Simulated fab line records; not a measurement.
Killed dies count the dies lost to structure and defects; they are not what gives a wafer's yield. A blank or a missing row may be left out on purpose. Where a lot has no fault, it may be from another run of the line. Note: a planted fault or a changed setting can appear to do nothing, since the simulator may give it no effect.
Which tool did it? || flow gf180mcu || 24 lots, 72 wafers sampled, at 5 steps of a route of 602

== WHAT EACH GAUGE READ, for each wafer ==
GF_V2_THK_MEAS_01. Usual: V2_CVD_00_THK typically reads 600 nm, with standard deviation 6.1.
{"lot": "L074", "measured": "day 19 07:52", "on": "film metro-01", "V2_CVD_00_THK (nm)": "602 604 608", "flag": ""}
{"lot": "L075", "measured": "day 19 18:04", "on": "film metro-04", "V2_CVD_00_THK (nm)": "604 598 602", "flag": ""}
{"lot": "L076", "measured": "day 20 05:27", "on": "film metro-04", "V2_CVD_00_THK (nm)": "604 595 601", "flag": ""}
{"lot": "L077", "measured": "day 20 10:28", "on": "film metro-04", "V2_CVD_00_THK (nm)": "603 604 603", "flag": ""}
{"lot": "L078", "measured": "day 21 00:59", "on": "film metro-01", "V2_CVD_00_THK (nm)": "595 601 599", "flag": ""}
{"lot": "L079", "measured": "day 21 05:45", "on": "film metro-01", "V2_CVD_00_THK (nm)": "595 599 594", "flag": ""}
{"lot": "L080", "measured": "day 21 15:13", "on": "film metro-02", "V2_CVD_00_THK (nm)": "591 601 592", "flag": ""}
{"lot": "L081", "measured": "day 22 03:16", "on": "film metro-01", "V2_CVD_00_THK (nm)": "602 607 601", "flag": ""}
{"lot": "L082", "measured": "day 22 09:13", "on": "film metro-01", "V2_CVD_00_THK (nm)": "583 583 599", "flag": ""}
{"lot": "L083", "measured": "day 22 17:11", "on": "film metro-04", "V2_CVD_00_THK (nm)": "599 602 607", "flag": ""}
{"lot": "L084", "measured": "day 23 08:41", "on": "film metro-02", "V2_CVD_00_THK (nm)": "603 598 601", "flag": ""}
{"lot": "L085", "measured": "day 23 13:02", "on": "film metro-01", "V2_CVD_00_THK (nm)": "606 605 603", "flag": ""}
{"lot": "L086", "measured": "day 23 14:47", "on": "film metro-04", "V2_CVD_00_THK (nm)": "593 596 594", "flag": ""}
{"lot": "L087", "measured": "day 23 21:24", "on": "film metro-01", "V2_CVD_00_THK (nm)": "600 602 605", "flag": ""}
{"lot": "L088", "measured": "day 24 10:44", "on": "film metro-04", "V2_CVD_00_THK (nm)": "605 602 606", "flag": ""}
{"lot": "L089", "measured": "day 24 18:01", "on": "film metro-02", "V2_CVD_00_THK (nm)": "599 599 602", "flag": ""}
{"lot": "L090", "measured": "day 25 08:17", "on": "film metro-02", "V2_CVD_00_THK (nm)": "604 609 610", "flag": ""}
{"lot": "L091", "measured": "day 25 22:50", "on": "film metro-01", "V2_CVD_00_THK (nm)": "593 600 597", "flag": ""}
{"lot": "L092", "measured": "day 26 11:58", "on": "film metro-02", "V2_CVD_00_THK (nm)": "607 619 607", "flag": ""}
{"lot": "L094", "measured": "day 26 15:13", "on": "film metro-02", "V2_CVD_00_THK (nm)": "601 600 601", "flag": ""}
{"lot": "L093", "measured": "day 26 15:49", "on": "film metro-01", "V2_CVD_00_THK (nm)": "603 609 603", "flag": ""}
{"lot": "L095", "measured": "day 26 18:22", "on": "film metro-04", "V2_CVD_00_THK (nm)": "595 601 589", "flag": ""}
{"lot": "L096", "measured": "day 27 08:29", "on": "film metro-02", "V2_CVD_00_THK (nm)": "596 605 597", "flag": ""}
{"lot": "L097", "measured": "day 27 12:16", "on": "film metro-02", "V2_CVD_00_THK (nm)": "594 595 587", "flag": ""}

GF_MIM_RS_MEAS_10: uses a four-point probe to measure. Usual: MIM_ALCU_RS typically reads 0.1602 ohm/sq, with standard deviation 0.0015.
{"lot": "L074", "measured": "day 24 14:07", "on": "film metro-02", "MIM_ALCU_RS (ohm/sq)": "0.1587 0.1588 0.1584", "flag": ""}
{"lot": "L075", "measured": "day 24 23:32", "on": "film metro-04", "MIM_ALCU_RS (ohm/sq)": "0.1583 0.1607 0.1607", "flag": ""}
{"lot": "L076", "measured": "day 25 09:52", "on": "film metro-03", "MIM_ALCU_RS (ohm/sq)": "0.1597 0.1600 0.1593", "flag": ""}
{"lot": "L077", "measured": "day 25 14:54", "on": "film metro-04", "MIM_ALCU_RS (ohm/sq)": "0.1588 0.1580 0.1585", "flag": ""}
{"lot": "L078", "measured": "day 26 04:10", "on": "film metro-03", "MIM_ALCU_RS (ohm/sq)": "0.1594 0.1600 0.1593", "flag": ""}
{"lot": "L079", "measured": "day 26 07:06", "on": "film metro-03", "MIM_ALCU_RS (ohm/sq)": "0.1580 0.1595 0.1577", "flag": ""}
{"lot": "L080", "measured": "day 26 15:47", "on": "film metro-03", "MIM_ALCU_RS (ohm/sq)": "0.1607 0.1598 0.1597", "flag": ""}
{"lot": "L081", "measured": "day 27 04:13", "on": "film metro-04", "MIM_ALCU_RS (ohm/sq)": "0.1647 0.1639 0.1629", "flag": ""}
{"lot": "L082", "measured": "day 27 08:38", "on": "film metro-04", "MIM_ALCU_RS (ohm/sq)": "0.1589 0.1589 0.1599", "flag": ""}
{"lot": "L083", "measured": "day 27 15:56", "on": "film metro-03", "MIM_ALCU_RS (ohm/sq)": "0.1601 0.1590 0.1596", "flag": ""}
{"lot": "L084", "measured": "day 28 04:25", "on": "film metro-03", "MIM_ALCU_RS (ohm/sq)": "0.1592 0.1600 0.1591", "flag": ""}
{"lot": "L085", "measured": "day 28 08:11", "on": "film metro-02", "MIM_ALCU_RS (ohm/sq)": "0.1593 0.1599 0.1603", "flag": ""}
{"lot": "L086", "measured": "day 28 11:17", "on": "film metro-02", "MIM_ALCU_RS (ohm/sq)": "0.1587 0.1597 0.1601", "flag": ""}
{"lot": "L087", "measured": "day 28 16:40", "on": "film metro-03", "MIM_ALCU_RS (ohm/sq)": "0.1580 0.1585 0.1583", "flag": ""}
{"lot": "L088", "measured": "day 29 03:13", "on": "film metro-03", "MIM_ALCU_RS (ohm/sq)": "0.1617 0.1616 0.1606", "flag": ""}
{"lot": "L089", "measured": "day 29 10:38", "on": "film metro-02", "MIM_ALCU_RS (ohm/sq)": "0.1602 0.1603 0.1604", "flag": ""}
{"lot": "L090", "measured": "day 29 22:58", "on": "film metro-02", "MIM_ALCU_RS (ohm/sq)": "0.1609 0.1611 0.1597", "flag": ""}
{"lot": "L091", "measured": "day 30 09:27", "on": "film metro-03", "MIM_ALCU_RS (ohm/sq)": "0.1619 0.1612 0.1617", "flag": ""}
{"lot": "L092", "measured": "day 30 23:07", "on": "film metro-03", "MIM_ALCU_RS (ohm/sq)": "0.1600 0.1600 0.1612", "flag": ""}
{"lot": "L094", "measured": "day 31 01:19", "on": "film metro-02", "MIM_ALCU_RS (ohm/sq)": "0.1613 0.1616 0.1602", "flag": ""}
{"lot": "L093", "measured": "day 31 02:16", "on": "film metro-03", "MIM_ALCU_RS (ohm/sq)": "0.1594 0.1597 0.1597", "flag": ""}
{"lot": "L095", "measured": "day 31 03:10", "on": "film metro-02", "MIM_ALCU_RS (ohm/sq)": "0.1612 0.1613 0.1623", "flag": ""}
{"lot": "L096", "measured": "day 31 17:13", "on": "film metro-02", "MIM_ALCU_RS (ohm/sq)": "0.1628 0.1622 0.1629", "flag": ""}
{"lot": "L097", "measured": "day 31 19:09", "on": "film metro-02", "MIM_ALCU_RS (ohm/sq)": "0.1622 0.1607 0.1597", "flag": ""}

== WHICH TOOL RAN EACH LOT (tool, then ch and the chambers of the sampled wafers, then the start) ==
{"lot": "L074", "GF_V1_ETCH_17": "rie diel-02 ch 0,3, day 19 07:52 or earlier", "GF_V2_STRIP_18": "plasma asher-01 ch 0,1, day 20 08:51", "GF_V3_STRIP_18": "plasma asher-01 ch 0,1, day 22 12:05"}
{"lot": "L075", "GF_V1_ETCH_17": "rie diel-01 ch 0,1,2, day 19 18:04 or earlier", "GF_V2_STRIP_18": "plasma asher-01 ch 0,1, day 20 18:41", "GF_V3_STRIP_18": "plasma asher-04 ch 0,1, day 22 21:26"}
{"lot": "L076", "GF_V1_ETCH_17": "rie diel-03 ch 0,1,3, day 20 05:27 or earlier", "GF_V2_STRIP_18": "plasma asher-03 ch 0,1, day 21 06:35", "GF_V3_STRIP_18": "plasma asher-03 ch 0,1, day 23 08:23"}
{"lot": "L077", "GF_V1_ETCH_17": "rie diel-03 ch 1,2, day 20 10:28 or earlier", "GF_V2_STRIP_18": "plasma asher-03 ch 0,1, day 21 10:55", "GF_V3_STRIP_18": "plasma asher-01 ch 0,1, day 23 13:26"}
{"lot": "L078", "GF_V1_ETCH_17": "rie diel-01 ch 1,3, day 21 00:59 or earlier", "GF_V2_STRIP_18": "plasma asher-02 ch 0,1, day 22 01:37", "GF_V3_STRIP_18": "plasma asher-01 ch 0,1, day 24 03:11"}
{"lot": "L079", "GF_V1_ETCH_17": "rie diel-01 ch 0,2,3, day 21 05:45 or earlier", "GF_V2_STRIP_18": "plasma asher-02 ch 1, day 22 06:01", "GF_V3_STRIP_18": "plasma asher-03 ch 0, day 24 06:29"}
{"lot": "L080", "GF_V1_ETCH_17": "rie diel-01 ch 0,1,2, day 21 15:13 or earlier", "GF_V2_STRIP_18": "plasma asher-01 ch 0,1, day 22 15:53", "GF_V3_STRIP_18": "plasma asher-04 ch 0,1, day 24 16:17"}
{"lot": "L081", "GF_V1_ETCH_17": "rie diel-01 ch 1,2, day 22 03:16 or earlier", "GF_V2_STRIP_18": "plasma asher-02 ch 0,1, day 23 03:13", "GF_V3_STRIP_18": "plasma asher-04 ch 0,1, day 25 04:04"}
{"lot": "L082", "GF_V1_ETCH_17": "rie diel-03 ch 1,2,3, day 22 09:13 or earlier", "GF_V2_STRIP_18": "plasma asher-03 ch 0,1, day 23 09:01", "GF_V3_STRIP_18": "plasma asher-01 ch 0,1, day 25 08:50"}
{"lot": "L083", "GF_V1_ETCH_17": "rie diel-01 ch 0,2,3, day 22 17:11 or earlier", "GF_V2_STRIP_18": "plasma asher-03 ch 0,1, day 23 17:31", "GF_V3_STRIP_18": "plasma asher-04 ch 0,1, day 25 16:44"}
{"lot": "L084", "GF_V1_ETCH_17": "rie diel-01 ch 0,2, day 23 08:41 or earlier", "GF_V2_STRIP_18": "plasma asher-02 ch 0,1, day 24 07:47", "GF_V3_STRIP_18": "plasma asher-04 ch 0,1, day 26 06:11"}
{"lot": "L085", "GF_V1_ETCH_17": "rie diel-01 ch 1,2, day 23 13:02 or earlier", "GF_V2_STRIP_18": "plasma asher-02 ch 0, day 24 11:47", "GF_V3_STRIP_18": "plasma asher-01 ch 0,1, day 26 10:05"}
{"lot": "L086", "GF_V1_ETCH_17": "rie diel-02 ch 0,1,2, day 23 14:47 or earlier", "GF_V2_STRIP_18": "plasma asher-01 ch 0,1, day 24 14:47", "GF_V3_STRIP_18": "plasma asher-01 ch 0,1, day 26 12:53"}
{"lot": "L087", "GF_V1_ETCH_17": "rie diel-02 ch 1,2,3, day 23 21:24 or earlier", "GF_V2_STRIP_18": "plasma asher-01 ch 1, day 24 20:49", "GF_V3_STRIP_18": "plasma asher-03 ch 0,1, day 26 18:32"}
{"lot": "L088", "GF_V1_ETCH_17": "rie diel-01 ch 0,1,2, day 24 10:44 or earlier", "GF_V2_STRIP_18": "plasma asher-02 ch 0,1, day 25 09:15", "GF_V3_STRIP_18": "plasma asher-03 ch 0,1, day 27 07:11"}
{"lot": "L089", "GF_V1_ETCH_17": "rie diel-02 ch 0,1,3, day 24 18:01 or earlier", "GF_V2_STRIP_18": "plasma asher-01 ch 0,1, day 25 16:52", "GF_V3_STRIP_18": "plasma asher-03 ch 1, day 27 13:50"}
{"lot": "L090", "GF_V1_ETCH_17": "rie diel-02 ch 1,2,3, day 25 08:17 or earlier", "GF_V2_STRIP_18": "plasma asher-01 ch 0,1, day 26 06:35", "GF_V3_STRIP_18": "plasma asher-04 ch 0,1, day 28 02:52"}
{"lot": "L091", "GF_V1_ETCH_17": "rie diel-03 ch 1,2, day 25 22:50 or earlier", "GF_V2_STRIP_18": "plasma asher-01 ch 0,1, day 26 20:28", "GF_V3_STRIP_18": "plasma asher-04 ch 0,1, day 28 15:11"}
{"lot": "L092", "GF_V1_ETCH_17": "rie diel-03 ch 1,3, day 26 11:58 or earlier", "GF_V2_STRIP_18": "plasma asher-02 ch 0,1, day 27 09:53", "GF_V3_STRIP_18": "plasma asher-01 ch 1, day 29 04:20"}
{"lot": "L094", "GF_V1_ETCH_17": "rie diel-02 ch 0,1,3, day 26 15:13 or earlier", "GF_V2_STRIP_18": "plasma asher-01 ch 0,1, day 27 12:40", "GF_V3_STRIP_18": "plasma asher-01 ch 0,1, day 29 07:19"}
{"lot": "L093", "GF_V1_ETCH_17": "rie diel-03 ch 0,1,3, day 26 15:49 or earlier", "GF_V2_STRIP_18": "plasma asher-02 ch 0,1, day 27 13:32", "GF_V3_STRIP_18": "plasma asher-04 ch 0,1, day 29 07:47"}
{"lot": "L095", "GF_V1_ETCH_17": "rie diel-03 ch 0,1, day 26 18:22 or earlier", "GF_V2_STRIP_18": "plasma asher-02 ch 0,1, day 27 15:13", "GF_V3_STRIP_18": "plasma asher-04 ch 0,1, day 29 10:02"}
{"lot": "L096", "GF_V1_ETCH_17": "rie diel-01 ch 0,1,2, day 27 08:29 or earlier", "GF_V2_STRIP_18": "plasma asher-03 ch 0,1, day 28 05:52", "GF_V3_STRIP_18": "plasma asher-01 ch 0,1, day 29 23:26"}
{"lot": "L097", "GF_V1_ETCH_17": "rie diel-01 ch 1,3, day 27 12:16 or earlier", "GF_V2_STRIP_18": "plasma asher-03 ch 1, day 28 08:58", "GF_V3_STRIP_18": "plasma asher-01 ch 0, day 30 02:32"}
- GF_V1_ETCH_17: etches SiO2 in C4F8/O2/Ar, stops on TiN, target depth 630 nm.
- GF_V2_STRIP_18: strips in O2/N2.
- GF_V3_STRIP_18: strips in O2/N2.

== WHAT THE TOOLS THEMSELVES READ (means of the sampled wafers that have a number; where no wafer has one, the mark that the record gives instead) ==
GF_V1_ETCH_17. Usual: oes product au 0.856 a.u., standard deviation 0.0044.
{"lot": "L074", "tool": "rie diel-02", "oes product au (a.u.)": 0.853, "flag": ""}
{"lot": "L075", "tool": "rie diel-01", "oes product au (a.u.)": 0.856, "flag": ""}
{"lot": "L076", "tool": "rie diel-03", "oes product au (a.u.)": 0.858, "flag": ""}
{"lot": "L077", "tool": "rie diel-03", "oes product au (a.u.)": 0.856, "flag": ""}
{"lot": "L078", "tool": "rie diel-01", "oes product au (a.u.)": 0.858, "flag": ""}
{"lot": "L079", "tool": "rie diel-01", "oes product au (a.u.)": 0.856, "flag": ""}
{"lot": "L080", "tool": "rie diel-01", "oes product au (a.u.)": 0.858, "flag": ""}
{"lot": "L081", "tool": "rie diel-01", "oes product au (a.u.)": 0.856, "flag": ""}
{"lot": "L082", "tool": "rie diel-03", "oes product au (a.u.)": 0.856, "flag": ""}
{"lot": "L083", "tool": "rie diel-01", "oes product au (a.u.)": 0.855, "flag": ""}
{"lot": "L084", "tool": "rie diel-01", "oes product au (a.u.)": 0.853, "flag": ""}
{"lot": "L085", "tool": "rie diel-01", "oes product au (a.u.)": 0.855, "flag": ""}
{"lot": "L086", "tool": "rie diel-02", "oes product au (a.u.)": 0.856, "flag": ""}
{"lot": "L087", "tool": "rie diel-02", "oes product au (a.u.)": 0.857, "flag": ""}
{"lot": "L088", "tool": "rie diel-01", "oes product au (a.u.)": 0.858, "flag": ""}
{"lot": "L089", "tool": "rie diel-02", "oes product au (a.u.)": 0.854, "flag": ""}
{"lot": "L090", "tool": "rie diel-02", "oes product au (a.u.)": 0.858, "flag": ""}
{"lot": "L091", "tool": "rie diel-03", "oes product au (a.u.)": 0.857, "flag": ""}
{"lot": "L092", "tool": "rie diel-03", "oes product au (a.u.)": 0.861, "flag": ""}
{"lot": "L094", "tool": "rie diel-02", "oes product au (a.u.)": 0.856, "flag": ""}
{"lot": "L093", "tool": "rie diel-03", "oes product au (a.u.)": 0.854, "flag": ""}
{"lot": "L095", "tool": "rie diel-03", "oes product au (a.u.)": 0.856, "flag": ""}
{"lot": "L096", "tool": "rie diel-01", "oes product au (a.u.)": 0.860, "flag": ""}
{"lot": "L097", "tool": "rie diel-01", "oes product au (a.u.)": 0.857, "flag": ""}

GF_V2_STRIP_18. Usual: drypump motor current A 5.7 A, standard deviation 0.52; heater power w 338 W, standard deviation 28; oes product au 0.592 a.u., standard deviation 0.0046.
{"lot": "L074", "tool": "plasma asher-01", "drypump motor current A (A)": 6.0, "heater power w (W)": 372, "oes product au (a.u.)": 0.593, "flag": ""}
{"lot": "L075", "tool": "plasma asher-01", "drypump motor current A (A)": 6.0, "heater power w (W)": 368, "oes product au (a.u.)": 0.593, "flag": ""}
{"lot": "L076", "tool": "plasma asher-03", "drypump motor current A (A)": 5.4, "heater power w (W)": 316, "oes product au (a.u.)": 0.593, "flag": ""}
{"lot": "L077", "tool": "plasma asher-03", "drypump motor current A (A)": 5.4, "heater power w (W)": 315, "oes product au (a.u.)": 0.593, "flag": ""}
{"lot": "L078", "tool": "plasma asher-02", "drypump motor current A (A)": 5.5, "heater power w (W)": 324, "oes product au (a.u.)": 0.599, "flag": ""}
{"lot": "L079", "tool": "plasma asher-02", "drypump motor current A (A)": 5.4, "heater power w (W)": 323, "oes product au (a.u.)": 0.587, "flag": ""}
{"lot": "L080", "tool": "plasma asher-01", "drypump motor current A (A)": 6.3, "heater power w (W)": 353, "oes product au (a.u.)": 0.586, "flag": ""}
{"lot": "L081", "tool": "plasma asher-02", "drypump motor current A (A)": 5.5, "heater power w (W)": 334, "oes product au (a.u.)": 0.592, "flag": ""}
{"lot": "L082", "tool": "plasma asher-03", "drypump motor current A (A)": 5.4, "heater power w (W)": 316, "oes product au (a.u.)": 0.591, "flag": ""}
{"lot": "L083", "tool": "plasma asher-03", "drypump motor current A (A)": 5.3, "heater power w (W)": 315, "oes product au (a.u.)": 0.599, "flag": ""}
{"lot": "L084", "tool": "plasma asher-02", "drypump motor current A (A)": 5.5, "heater power w (W)": 330, "oes product au (a.u.)": 0.594, "flag": ""}
{"lot": "L085", "tool": "plasma asher-02", "drypump motor current A (A)": 5.6, "heater power w (W)": 333, "oes product au (a.u.)": 0.594, "flag": ""}
{"lot": "L086", "tool": "plasma asher-01", "drypump motor current A (A)": 6.0, "heater power w (W)": 370, "oes product au (a.u.)": 0.595, "flag": ""}
{"lot": "L087", "tool": "plasma asher-01", "drypump motor current A (A)": 5.6, "heater power w (W)": 394, "oes product au (a.u.)": 0.590, "flag": ""}
{"lot": "L088", "tool": "plasma asher-02", "drypump motor current A (A)": 5.5, "heater power w (W)": 321, "oes product au (a.u.)": 0.587, "flag": ""}
{"lot": "L089", "tool": "plasma asher-01", "drypump motor current A (A)": 6.0, "heater power w (W)": 374, "oes product au (a.u.)": 0.594, "flag": ""}
{"lot": "L090", "tool": "plasma asher-01", "drypump motor current A (A)": 6.4, "heater power w (W)": 349, "oes product au (a.u.)": 0.598, "flag": ""}
{"lot": "L091", "tool": "plasma asher-01", "drypump motor current A (A)": 6.3, "heater power w (W)": 350, "oes product au (a.u.)": 0.591, "flag": ""}
{"lot": "L092", "tool": "plasma asher-02", "drypump motor current A (A)": 5.5, "heater power w (W)": 330, "oes product au (a.u.)": 0.592, "flag": ""}
{"lot": "L094", "tool": "plasma asher-01", "drypump motor current A (A)": 6.0, "heater power w (W)": 373, "oes product au (a.u.)": 0.592, "flag": ""}
{"lot": "L093", "tool": "plasma asher-02", "drypump motor current A (A)": 5.6, "heater power w (W)": 330, "oes product au (a.u.)": 0.588, "flag": ""}
{"lot": "L095", "tool": "plasma asher-02", "drypump motor current A (A)": 5.5, "heater power w (W)": 324, "oes product au (a.u.)": 0.590, "flag": ""}
{"lot": "L096", "tool": "plasma asher-03", "drypump motor current A (A)": 5.2, "heater power w (W)": 321, "oes product au (a.u.)": 0.589, "flag": ""}
{"lot": "L097", "tool": "plasma asher-03", "drypump motor current A (A)": 5.1, "heater power w (W)": 333, "oes product au (a.u.)": 0.596, "flag": ""}

GF_V3_STRIP_18. Usual: drypump motor current A 5.9 A, standard deviation 0.52; heater power w 352 W, standard deviation 39; oes product au 0.593 a.u., standard deviation 0.0048.
{"lot": "L074", "tool": "plasma asher-01", "drypump motor current A (A)": 6.3, "heater power w (W)": 350, "oes product au (a.u.)": 0.595, "flag": ""}
{"lot": "L075", "tool": "plasma asher-04", "drypump motor current A (A)": 5.8, "heater power w (W)": 371, "oes product au (a.u.)": 0.591, "flag": ""}
{"lot": "L076", "tool": "plasma asher-03", "drypump motor current A (A)": 5.2, "heater power w (W)": 329, "oes product au (a.u.)": 0.589, "flag": ""}
{"lot": "L077", "tool": "plasma asher-01", "drypump motor current A (A)": 6.3, "heater power w (W)": 351, "oes product au (a.u.)": 0.595, "flag": ""}
{"lot": "L078", "tool": "plasma asher-01", "drypump motor current A (A)": 6.0, "heater power w (W)": 378, "oes product au (a.u.)": 0.595, "flag": ""}
{"lot": "L079", "tool": "plasma asher-03", "drypump motor current A (A)": 5.5, "heater power w (W)": 308, "oes product au (a.u.)": 0.596, "flag": ""}
{"lot": "L080", "tool": "plasma asher-04", "drypump motor current A (A)": 5.9, "heater power w (W)": 341, "oes product au (a.u.)": 0.597, "flag": ""}
{"lot": "L081", "tool": "plasma asher-04", "drypump motor current A (A)": 5.9, "heater power w (W)": 341, "oes product au (a.u.)": 0.590, "flag": ""}
{"lot": "L082", "tool": "plasma asher-01", "drypump motor current A (A)": 6.0, "heater power w (W)": 373, "oes product au (a.u.)": 0.591, "flag": ""}
{"lot": "L083", "tool": "plasma asher-04", "drypump motor current A (A)": 5.9, "heater power w (W)": 334, "oes product au (a.u.)": 0.593, "flag": ""}
{"lot": "L084", "tool": "plasma asher-04", "drypump motor current A (A)": 5.8, "heater power w (W)": 373, "oes product au (a.u.)": 0.594, "flag": ""}
{"lot": "L085", "tool": "plasma asher-01", "drypump motor current A (A)": 6.4, "heater power w (W)": 346, "oes product au (a.u.)": 0.593, "flag": ""}
{"lot": "L086", "tool": "plasma asher-01", "drypump motor current A (A)": 6.4, "heater power w (W)": 358, "oes product au (a.u.)": 0.594, "flag": ""}
{"lot": "L087", "tool": "plasma asher-03", "drypump motor current A (A)": 5.4, "heater power w (W)": 314, "oes product au (a.u.)": 0.593, "flag": ""}
{"lot": "L088", "tool": "plasma asher-03", "drypump motor current A (A)": 5.2, "heater power w (W)": 324, "oes product au (a.u.)": 0.595, "flag": ""}
{"lot": "L089", "tool": "plasma asher-03", "drypump motor current A (A)": 5.1, "heater power w (W)": 334, "oes product au (a.u.)": 0.593, "flag": ""}
{"lot": "L090", "tool": "plasma asher-04", "drypump motor current A (A)": 5.9, "heater power w (W)": 342, "oes product au (a.u.)": 0.592, "flag": ""}
{"lot": "L091", "tool": "plasma asher-04", "drypump motor current A (A)": 5.9, "heater power w (W)": 343, "oes product au (a.u.)": 0.593, "flag": ""}
{"lot": "L092", "tool": "plasma asher-01", "drypump motor current A (A)": 5.6, "heater power w (W)": 394, "oes product au (a.u.)": 0.595, "flag": ""}
{"lot": "L094", "tool": "plasma asher-01", "drypump motor current A (A)": 6.0, "heater power w (W)": 371, "oes product au (a.u.)": 0.592, "flag": ""}
{"lot": "L093", "tool": "plasma asher-04", "drypump motor current A (A)": 5.9, "heater power w (W)": 341, "oes product au (a.u.)": 0.587, "flag": ""}
{"lot": "L095", "tool": "plasma asher-04", "drypump motor current A (A)": 5.9, "heater power w (W)": 336, "oes product au (a.u.)": 0.591, "flag": ""}
{"lot": "L096", "tool": "plasma asher-01", "drypump motor current A (A)": 6.0, "heater power w (W)": 375, "oes product au (a.u.)": 0.590, "flag": ""}
{"lot": "L097", "tool": "plasma asher-01", "drypump motor current A (A)": 6.7, "heater power w (W)": 333, "oes product au (a.u.)": 0.592, "flag": ""}

== THE ANSWER, worked out from the rows above alone ==
Rule: take the mean of a lot's wafers that have a number; if it is more than 3 standard deviations from the usual mean, the lot is off. Also off: a lot with no number at a reading for which 4 or more lots have one. Any other lot the step has rows for is counted as sound. Order of review: gauges by route order, followed by the tools' own readings, for which a lot's mean as printed above is used. At the first step where some lot is off, the reading lying furthest off is the one used; lots without a number count as furthest.
Across all readings shown, no lot is off: no conclusion can be drawn from this.

== WHAT THE SIMULATOR HAD INSERTED ==
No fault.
